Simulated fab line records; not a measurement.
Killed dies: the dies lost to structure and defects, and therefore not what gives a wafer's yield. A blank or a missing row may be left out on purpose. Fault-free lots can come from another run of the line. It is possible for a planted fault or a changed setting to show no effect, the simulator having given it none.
Matching of chambers :: flow gf180mcu :: GF_PASSIVATION_CVD_00 on pecvd-01 has 3 sister chambers
The step deposits SiO2 from TEOS, target thk 1000 nm, time 111.95 s. 3 wafers are shown with their chamber, then 12 later ones without.

WAFERS PAIRED WITH THEIR CHAMBERS
wafer: L088.5
chamber: 2
heater-power-w (W): 934

wafer: L090.4
chamber: 0
heater-power-w (W): 555

wafer: L090.6
chamber: 1
heater-power-w (W): 655

WAFERS WITH NO CHAMBER GIVEN
wafer: L092.3
heater-power-w (W): 965

wafer: L092.4
heater-power-w (W): 555

wafer: L092.5
heater-power-w (W): 789

wafer: L093.2
heater-power-w (W): 616

wafer: L093.4
heater-power-w (W): 628

wafer: L093.6
heater-power-w (W): 646

wafer: L096.2
heater-power-w (W): 854

wafer: L096.3
heater-power-w (W): 666

wafer: L096.5
heater-power-w (W): 663

wafer: L095.1
heater-power-w (W): 662

wafer: L095.5
heater-power-w (W): 694

wafer: L095.6
heater-power-w (W): 780

THE CHAMBER EACH PASSED THROUGH
wafer: L092.3
from the rows above: 2
in truth: 2

wafer: L092.4
from the rows above: can't be placed: 0 or 1
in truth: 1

wafer: L092.5
from the rows above: can't be placed: 1 or 2 or 0
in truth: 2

wafer: L093.2
from the rows above: can't be placed: 1 or 0
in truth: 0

wafer: L093.4
from the rows above: can't be placed: 1 or 0
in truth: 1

wafer: L093.6
from the rows above: can't be placed: 1 or 0
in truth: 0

wafer: L096.2
from the rows above: can't be placed: 2 or 1
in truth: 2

wafer: L096.3
from the rows above: can't be placed: 1 or 0
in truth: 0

wafer: L096.5
from the rows above: can't be placed: 1 or 0
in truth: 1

wafer: L095.1
from the rows above: can't be placed: 1 or 0
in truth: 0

wafer: L095.5
from the rows above: can't be placed: 1 or 0
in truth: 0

wafer: L095.6
from the rows above: can't be placed: 1 or 2 or 0
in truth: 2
Placed correctly: 1 of 12. Can't be placed from these rows: 11 (the true chamber is among the candidates in 11). Wrongly placed: 0.
How it was worked out, from the rows above alone: a wafer's distance from a chamber is the root of the sum, over the readings, of the square of ((its reading less the chamber's mean) divided by the reading's scatter). The wafer belongs to the nearest chamber; if the next one is less than 2 further off, it can't be placed. A chamber's mean is the mean of its shown wafers. The scatter: with one shown wafer a chamber, the root of the mean of the squares of how far each hidden wafer lies from its nearest shown one.
